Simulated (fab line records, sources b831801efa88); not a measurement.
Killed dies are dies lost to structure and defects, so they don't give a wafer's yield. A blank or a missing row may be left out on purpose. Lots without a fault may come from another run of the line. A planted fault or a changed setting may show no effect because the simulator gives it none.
Chamber matching | flow gf180mcu | GF_V4_CMP_04 on cmp-02: 4 sister chambers
The step polishes SiO2. 30 wafers are shown with their chamber, then 12 later ones without.

WAFERS WITH THEIR CHAMBER
wafer  | chamber | motor_current_A (A) | retaining_ring_pressure_frac | time_to_endpoint_s (s)
L074.1 | 1       | 11.9                | 0.995                        | 84
L074.2 | 2       | 11.2                | 1.004                        | 80
L074.3 | 0       | 11.7                | 1.012                        | 83
L077.1 | 1       | 12.0                | 1.004                        | 76
L077.2 | 0       | 12.1                | 1.007                        | 74
L077.6 | 1       | 12.5                | 1.003                        | 81
L079.2 | 2       | 10.2                | 0.999                        | 80
L079.4 | 0       | 12.0                | 0.990                        | 80
L079.5 | 0       | 12.2                | 0.998                        | 83
L080.1 | 3       | 9.3                 | 0.996                        | 82
L080.5 | 3       | 8.9                 | 1.000                        | 85
L080.6 | 2       | 11.4                | 0.998                        | 88
L082.2 | 2       | 10.8                | 0.995                        | 73
L082.4 | 1       | 12.6                | 1.005                        | 81
L082.5 | 3       | 9.2                 | 1.000                        | 85
L084.2 | 1       | 11.4                | 1.003                        | 83
L084.5 | 2       | 11.0                | 0.998                        | 91
L084.6 | 1       | 12.4                | 1.001                        | 85
L086.1 | 3       | 9.1                 | 0.997                        | 71
L086.2 | 2       | 10.5                | 1.009                        | 73
L086.3 | 1       | 11.9                | 0.994                        | 69
L087.3 | 3       | 9.7                 | 0.999                        | 83
L087.4 | 1       | 11.9                | 1.009                        | 86
L087.6 | 1       | 11.4                | 1.012                        | 84
L089.1 | 3       | 9.5                 | 1.001                        | 79
L089.4 | 1       | 11.6                | 1.003                        | 84
L089.6 | 2       | 10.5                | 1.003                        | 80
L091.1 | 3       | 9.5                 | 0.999                        | 73
L091.4 | 1       | 11.7                | 0.988                        | 84
L091.6 | 3       | 9.2                 | 1.001                        | 81

SIGNATURES (means of the wafers above)
reading                      | chamber 0 | chamber 1 | chamber 2 | chamber 3 | scatter within a chamber
motor_current_A              | 12.000    | 11.936    | 10.800    | 9.300     | 0.363
retaining_ring_pressure_frac | 1.00175   | 1.00155   | 1.00086   | 0.99912   | 0.00593
time_to_endpoint_s           | 80.00     | 81.55     | 80.71     | 79.88     | 5.46
Rule: a wafer's distance from a chamber is the root of the sum, over the readings, of the square of ((its reading less the chamber's mean) divided by the reading's scatter). The wafer belongs to the nearest chamber; if the next one is less than 2 further off, it can't be placed. The scatter: the root of (the sum of the squares of (reading less its chamber's mean) over the shown wafers, divided by (wafers less chambers)).

WAFERS WITHOUT THEIR CHAMBER
wafer  | motor_current_A (A) | retaining_ring_pressure_frac | time_to_endpoint_s (s)
L094.3 | 9.4                 | 1.009                        | 76
L094.5 | 10.3                | 1.000                        | 81
L094.6 | 9.3                 | 1.004                        | 73
L095.1 | 9.8                 | 0.999                        | 77
L095.3 | 12.4                | 0.995                        | 74
L095.6 | 9.3                 | 1.000                        | 80
L096.2 | 10.6                | 1.000                        | 71
L096.3 | 12.2                | 0.995                        | 72
L096.5 | 11.2                | 0.991                        | 77
L097.1 | 12.1                | 1.003                        | 74
L097.5 | 10.2                | 0.995                        | 84
L097.6 | 8.8                 | 0.999                        | 81

WHICH CHAMBER EACH WENT THROUGH
wafer  | from the rows above          | in truth
L094.3 | 3                            | 3
L094.5 | can't be placed: 2 or 3      | 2
L094.6 | 3                            | 3
L095.1 | can't be placed: 3 or 2      | 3
L095.3 | can't be placed: 0 or 1      | 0
L095.6 | 3                            | 3
L096.2 | 2                            | 2
L096.3 | can't be placed: 0 or 1      | 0
L096.5 | can't be placed: 2 or 1 or 0 | 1
L097.1 | can't be placed: 0 or 1      | 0
L097.5 | can't be placed: 2 or 3      | 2
L097.6 | 3                            | 3
Placed correctly: 5 of 12. Can't be placed from these rows: 7 (the true chamber is among the candidates in 7). Placed wrongly: 0.
